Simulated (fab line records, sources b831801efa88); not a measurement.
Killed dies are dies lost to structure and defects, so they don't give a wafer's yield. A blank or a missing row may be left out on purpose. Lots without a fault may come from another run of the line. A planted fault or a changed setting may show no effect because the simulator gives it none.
fab line records | flow sky130 | part 2 of 2: steps 26 to 32 of 32
record lots=5 wafers=15 last_day=50
route steps=708 shown CAPM@539 METAL3@555
lots that met no fault: from a run of the same line without faults
start_h: hours from the record's first day to the start of the lot's first wafer shown | wait_h: hours since the lot's step before | " the same as in the row above | L1.1+2: a row that stands for several wafers | - no value, or no start given | * or withheld: withheld | < > ~ a bound
route shown NAME@n: a module of which the file shows steps, and the number in the route of the first | usual: mean/standard deviation of fault-free wafers | same: alike in all rows | chamber/n: place in a boat | sites: the reading at each site | _std_site: their standard deviation | _edge_site: outer sites' mean less inner sites' | radius_mm: how far each site lies from the wafer's centre | mask NAME#n: copy n | behind: the tool/chamber that last shaped the wafer | hold: why the lot was held/for how many hours/how that ended | device: the transistor (n, p or np) that didn't switch | end of line: the same wafers' tests at the end of the route | a step without rows: its recipe alone | killed: dies lost to structure and defects at the first sort, not the wafer's yield | map: a wafer's dies, x killed, . not, _ none there
set.NAME: the setting as run; set.NAME@STEP: as run at that earlier step | model.NAME: the simulator's own value behind a step, which no gauge read
lots at some steps of the route; a table a step, a row a wafer
services: from which hour (start_h, from the record's first day; less than 0 if before it) a tool's chamber was out of use, for how many hours, and why
## steps
# step SKY_METAL3_OVL_MEAS_14
# usual METAL3_OVL=-5/4.3
# columns lot.wafer tool chamber start_h wait_h METAL3_OVL[nm]
L079.1 overlay-01 - 943.16 0.1 -10
L079.4 " - " " -4
L079.5 " - " " -13
L083.1 overlay-01 - 979.38 0.1 -8
L083.2 " - " " -6
L083.6 " - " " -8
L089.1 overlay-02 - 1006.56 0.1 -11
L089.2 " - " " -3
L089.5 " - " " -7
L092.1 overlay-02 - 1030.49 0.1 -2
L092.4 " - " " -5
L092.5 " - " " -2
L097.2 overlay-02 - 1054.64 0.1 -4
L097.3 " - " " -4
L097.6 " - " " -9
# step SKY_METAL3_DESCUM_15
# recipe chemistry=O2 source_power_w=150 bias_power_w=0 pressure_mtorr=10 temp_c=40 time_s=8
# usual drypump_motor_current_A=5.8/0.32 oes_product_au=0.999/0.013 temp_c=40.03/0.11
# columns lot.wafer tool chamber start_h wait_h drypump_motor_current_A oes_product_au rf_hours_counter_h temp_c
L079.1 rie_metal-02 1 943.20 0.0 5.5 0.991 1 39.86
L079.4 " 0 " " 5.0 0.982 - 40.15
L079.5 " 0 " " 5.0 0.984 - 40.36
L083.1 rie_metal-04 1 979.42 0.0 5.8 0.996 17 40.02
L083.2 " 0 " " 6.0 0.996 3 40.14
L083.6 " 0 " " 6.1 1.000 - 40.10
L089.1 rie_metal-02 1 1006.60 0.0 5.5 0.989 4 40.15
L089.2 " 1 " " 5.5 0.998 - 40.08
L089.5 " 1 " " 5.5 0.995 - 40.05
L092.1 rie_metal-04 0 1030.52 0.0 6.1 0.999 6 40.01
L092.4 " 1 " " 5.8 1.001 - 40.09
L092.5 " 0 " " 6.1 0.998 - 39.88
L097.2 rie_metal-01 0 1054.67 0.0 6.1 1.023 20 40.14
L097.3 " 1 " " 5.7 0.983 - 39.94
L097.6 " 1 " " 5.7 0.986 - 40.20
# step SKY_METAL3_ETCH_16
# recipe chemistry=N2/H2 target=BARC ion_energy_ev=200 bias_w=100 pressure_mtorr=30 n2_flow_sccm=100 h2_flow_sccm=200 icp_w=500 stop_on=SiO2 time_s=88.2 target_depth_a=600
# usual drypump_motor_current_A=5.8/0.32 oes_product_au=0.625/0.0046 throttle_valve_pct=13.205/0.0097
# columns lot.wafer tool chamber start_h wait_h drypump_motor_current_A oes_product_au rf_hours_counter_h throttle_valve_pct
L079.1 rie_metal-02 1 943.23 0.0 5.5 0.627 1 13.221
L079.4 " 0 " " 5.0 0.628 - 13.229
L079.5 " 0 " " 5.0 0.626 - 13.187
L083.1 rie_metal-04 1 979.45 0.0 5.8 0.619 17 13.196
L083.2 " 0 " " 6.1 0.626 3 13.200
L083.6 " 0 " " 6.0 0.621 - 13.202
L089.1 rie_metal-02 1 1006.66 0.1 5.5 0.624 4 13.208
L089.2 " 1 " " 5.6 0.622 - 13.200
L089.5 " 1 " " 5.6 0.620 - 13.215
L092.1 rie_metal-04 0 1030.56 0.0 6.1 0.625 6 13.213
L092.4 " 1 " " 5.8 0.623 - 13.210
L092.5 " 0 " " 6.0 0.631 - 13.210
L097.2 rie_metal-01 0 1054.70 0.0 6.1 0.623 20 13.225
L097.3 " 1 " " 5.7 0.617 - 13.213
L097.6 " 1 " " 5.7 0.620 - 13.222
# step SKY_METAL3_ETCH_17
# recipe target=SiO2 stop_on=TiN chemistry=C4F8/O2/Ar source_w=1500 bias_w=1200 pressure_mtorr=40 c4f8_flow_sccm=withheld O2_flow_sccm=6 Ar_flow_sccm=300 time_s=3.9 target_depth_a=150
# usual oes_product_au=0.754/0.007
# columns lot.wafer tool chamber start_h wait_h oes_product_au rf_hours_counter_h
L079.1 rie_diel-03 3 943.33 0.1 0.744 13
L079.4 " 0 " " 0.757 11
L079.5 " 3 " " 0.749 -
L083.1 rie_diel-02 2 979.55 0.1 0.756 7
L083.2 " 3 " " 0.745 24
L083.6 " 0 " " 0.761 -
L089.1 rie_diel-02 0 1006.86 0.2 0.751 27
L089.2 " 2 " " 0.744 8
L089.5 " 0 " " 0.742 -
L092.1 rie_diel-03 0 1030.65 0.1 0.753 13
L092.4 " 3 " " 0.755 15
L092.5 " 2 " " 0.753 -
L097.2 rie_diel-01 3 1054.80 0.1 0.754 6
L097.3 " 0 " " 0.746 9
L097.6 " 1 " " 0.756 -
# step SKY_METAL3_METAL_ETCH_18
# recipe target_depth_a=8450 stop_on=SiO2 over_etch_frac=0.3 time_s=183.1 chemistry=Cl2/BCl3 resist_sidewall_deg=88 pressure_mtorr=10 icp_w=900 bias_w=48.5 Cl2_flow_sccm=60 bcl3_flow_sccm=30
# usual drypump_motor_current_A=5.7/0.36 oes_product_au=0.865/0.0064 throttle_valve_pct=22.264/0.0081
# same over_etch_frac=0.3
# columns lot.wafer tool chamber start_h wait_h drypump_motor_current_A oes_product_au rf_hours_counter_h throttle_valve_pct
L079.1 rie_metal-04 1 943.34 0.0 5.9 0.853 15 22.272
L079.4 " 1 " " 5.8 0.871 - 22.263
L079.5 " 1 " " 5.9 0.858 - 22.275
L083.1 rie_metal-01 0 979.57 0.0 6.1 0.858 15 22.271
L083.2 " 1 " " 5.7 0.875 13 22.269
L083.6 " 1 " " 5.7 0.862 - 22.269
L089.1 rie_metal-04 0 1006.88 0.0 6.0 0.867 4 22.266
L089.2 " 1 " " 5.8 0.868 19 22.260
L089.5 " 1 " " 5.8 0.863 - 22.267
L092.1 rie_metal-02 0 1030.67 0.0 5.0 0.858 17 22.266
L092.4 " 1 " " 5.5 0.859 - 22.268
L092.5 " 1 " " 5.5 0.858 - 22.267
L097.2 rie_metal-02 0 1054.82 0.0 5.0 0.872 18 22.249
L097.3 " 0 " " 5.0 0.868 - 22.271
L097.6 " 0 " " 5.0 0.874 - 22.258
# step SKY_METAL3_STRIP_19
# recipe chemistry=O2/N2 power_w=1400 pressure_mtorr=1500 platen_temp_c=withheld o2_flow_sccm=3000 n2_flow_sccm=300 overash_fraction=0.5
# usual drypump_motor_current_A=5.8/0.45 o2_flow_sccm=3002/9.1 oes_product_au=0.502/0.0064 strip_time_to_endpoint_s=6.54/0.12
# same overash_fraction=0.5
# columns lot.wafer tool chamber start_h wait_h drypump_motor_current_A o2_flow_sccm oes_product_au rf_hours_counter_h strip_time_to_endpoint_s
L079.1 plasma_asher-03 0 943.52 0.1 5.7 3003 0.507 19 6.62
L079.4 " 0 " " 5.6 3001 0.504 - 6.67
L079.5 " 1 " " 6.1 3009 0.506 - 6.70
L083.1 plasma_asher-01 1 979.75 0.1 5.6 3009 0.493 117 6.27
L083.2 " 0 " " 6.3 2993 0.507 117 6.53
L083.6 " 1 " " 5.6 2999 0.505 - 6.52
L089.1 plasma_asher-01 1 1007.05 0.1 5.6 2987 0.498 120 6.53
L089.2 " 0 " " 6.3 3004 0.502 120 6.60
L089.5 " 0 " " 6.3 3008 0.501 - 6.63
L092.1 plasma_asher-01 1 1030.91 0.2 5.6 2999 0.503 122 6.76
L092.4 " 0 " " 6.3 3021 0.507 - 6.71
L092.5 " 1 " " 5.7 3003 0.511 - 6.68
L097.2 plasma_asher-01 1 1055.00 0.1 5.6 3005 0.506 124 6.58
L097.3 " 0 " " 6.3 3028 0.506 - 6.61
L097.6 " 0 " " 6.3 3020 0.497 - 6.60
# step SKY_METAL3_STRIP_20
# recipe chemistry=post_etch_residue_remover time_s=1200 temp_c=72.5
# usual temp_c=72.52/0.11
# columns lot.wafer tool chamber start_h wait_h temp_c
L079.1 wet_bench-01 2 943.62 0.1 72.64
L079.4 " 2 " " 72.61
L079.5 " 2 " " 72.53
L083.1 wet_bench-02 0 979.85 0.1 72.52
L083.2 " 0 " " 72.65
L083.6 " 0 " " 72.32
L089.1 wet_bench-02 0 1007.15 0.1 72.54
L089.2 " 0 " " 72.53
L089.5 " 0 " " 72.58
L092.1 wet_bench-01 1 1031.01 0.1 72.36
L092.4 " 1 " " 72.44
L092.5 " 1 " " 72.43
L097.2 wet_bench-01 2 1055.10 0.1 72.53
L097.3 " 2 " " 72.41
L097.6 " 2 " " 72.56
## services
# columns tool chamber start_h hours kind
plasma_asher-03 - 871.46 2.8 repair
plasma_asher-02 - 886.01 0.6 repair
iline_stepper-01 - 906.48 8.9 pm
rie_metal-01 - 911.56 2.8 pm
plasma_asher-03 - 916.25 6.7 repair
pvd_sputter-01 - 923.44 2.4 repair
krf_scanner-01 - 926.60 1.3 pm
plasma_asher-02 - 929.35 5.5 repair
krf_scanner-01 - 937.99 0.9 repair
pvd_sputter-04 - 939.48 7.5 repair
rie_metal-01 0 970.21 5.3 repair
krf_scanner-01 - 971.93 1.0 pm
iline_stepper-01 - 977.26 4.4 pm
rie_metal-04 0 983.04 1.4 repair
plasma_asher-02 - 985.82 14.6 pm
krf_scanner-01 - 999.02 5.9 repair
rie_metal-02 - 1002.41 0.1 repair
rie_metal-02 0 1005.71 1.6 repair
krf_scanner-01 - 1007.98 0.8 pm
iline_stepper-01 - 1012.69 1.7 pm
wet_bench-03 - 1018.05 15.3 repair
rie_metal-01 1 1027.81 12.4 repair
krf_scanner-01 - 1030.14 4.4 pm
rie_metal-01 - 1050.84 0.1 repair
